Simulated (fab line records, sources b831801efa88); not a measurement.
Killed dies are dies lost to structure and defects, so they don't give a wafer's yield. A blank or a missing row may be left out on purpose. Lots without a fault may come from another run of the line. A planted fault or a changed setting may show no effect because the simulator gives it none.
A struck lot beside a sound one | flow sfq_line | 14 steps out of a route of 325
Sound: wafers L373.2, L373.3, L373.6. Struck: wafer L381.1. (L381.3, L381.6 of the same lot were not struck and are left out.) The cause comes at the end.
At each step with rows: each side's tool, then ch and its chambers, then its first start. Under that, the readings that differ: sound wafers | struck wafers | difference of the means | sigmas: that difference in standard deviations of wafers without a fault.
alike: readings whose means differ by less than 2 such deviations, and words and numbers that are the same on both sides. not compared: withheld readings, readings that some wafer has no value for, bounds like >300 that may hide the same value, and numbers for which the record gives no deviation and whose values overlap.
The two part at a step that has a row with sigmas, a row that says differs or no value, or rows on one side only. Numbers that don't overlap but have no deviation are shown without sigmas and don't part them. A reading that every wafer of one side lacks parts them only if that side has two wafers or more.

first, 1 step without rows for these wafers: SFQ_TRILAYER_M2_STRIP_SOLV_CLEAN_062 (cleans in NMP, time 600 s).
SFQ_TRILAYER_I2_DEP_PECVD_063: deposits SiO2 from SiH4/N2O, time 111.11 s, target thk 500 nm.
  sound on pecvd-04 ch 0,1,2, day 17 01:37; struck on pecvd-02 ch 1, day 20 06:47
  alike: heater_power_outer_w, heater_power_w, throttle_valve_pct
SFQ_TRILAYER_I2_CMP_CMP_064: polishes SiO2.
  sound on cmp-01 ch 0,3, day 17 02:28; struck on cmp-02 ch 2, day 20 11:58
  alike: edge_zone_pressure_frac, motor_current_A, platen_rpm, retaining_ring_pressure_frac, slurry_filter_dp_kPa, time_to_endpoint_s
SFQ_I2_BOW_MEAS_917:
  sound on film_metro-02, day 17 05:29; struck on film_metro-03, day 20 13:28
  alike: I2_BOW
SFQ_TRILAYER_I2_METRO_MEASURE_065:
  sound on film_metro-02, day 17 05:47; struck on film_metro-03, day 20 13:35
  alike: thk_nm
then, 6 steps without rows for these wafers: SFQ_TRILAYER_I2_VIA_LITHO_COAT_072 (resist thk 62 nm); SFQ_TRILAYER_I2_VIA_LITHO_COAT_067 (resist thk 650 nm); SFQ_TRILAYER_I2_VIA_LITHO_SOFTBAKE_071; SFQ_TRILAYER_I2_VIA_LITHO_EXPOSE_068 (exposes mask I2, target cd 500 nm); SFQ_TRILAYER_I2_VIA_LITHO_PEB_070 (peb time 60 s); SFQ_TRILAYER_I2_VIA_LITHO_DEVELOP_069 (time 60 s).
-- the record jumps here: 6 days lie between the struck wafers' starts before and after --
SFQ_I2_OVL_MEAS_918:
  sound on overlay-02, day 23 08:02; struck on overlay-02, day 27 00:56
  alike: I2_OVL
SFQ_TRILAYER_I2_VIA_BARC_OPEN_VIA_ETCH_096: etches BARC in O2, target depth 125 nm, time 41.7 s.
  sound on rie_diel-03 ch 0,3, day 23 08:04; struck on rie_diel-04 ch 2, day 27 00:58
  reading                        | sound                | struck | difference | sigmas
  chamber_pressure_mTorr (mTorr) | 29.985 30.018 29.942 | 23.998 | -5.984     | -99 or more
  oes_product_au (a.u.)          | 0.691 0.686 0.697    | 0.681  | -0.010     | -2
  alike: drypump_motor_current_A
  not compared: rf_hours_counter_h
SFQ_TRILAYER_I2_VIA_ETCH_VIA_ETCH_070: etches SiO2 in CHF3, stops on Nb, target depth 260 nm.
  sound on rie_diel-03 ch 0,3, day 23 08:07; struck on rie_diel-04 ch 2, day 27 01:01
  reading                        | sound                | struck | difference | sigmas
  chamber_pressure_mTorr (mTorr) | 29.983 29.988 30.063 | 29.939 | -0.072     | -3
  alike: drypump_motor_current_A, oes_product_au

WHERE THEY PART
First at SFQ_TRILAYER_I2_VIA_BARC_OPEN_VIA_ETCH_096; last, within this record, at SFQ_TRILAYER_I2_VIA_ETCH_VIA_ETCH_070.

WHY: what the simulator had put in
Process parameter drift: rie_diel-04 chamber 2, from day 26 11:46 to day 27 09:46, at SFQ_TRILAYER_I2_VIA_BARC_OPEN_VIA_ETCH_096. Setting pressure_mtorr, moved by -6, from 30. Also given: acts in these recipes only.
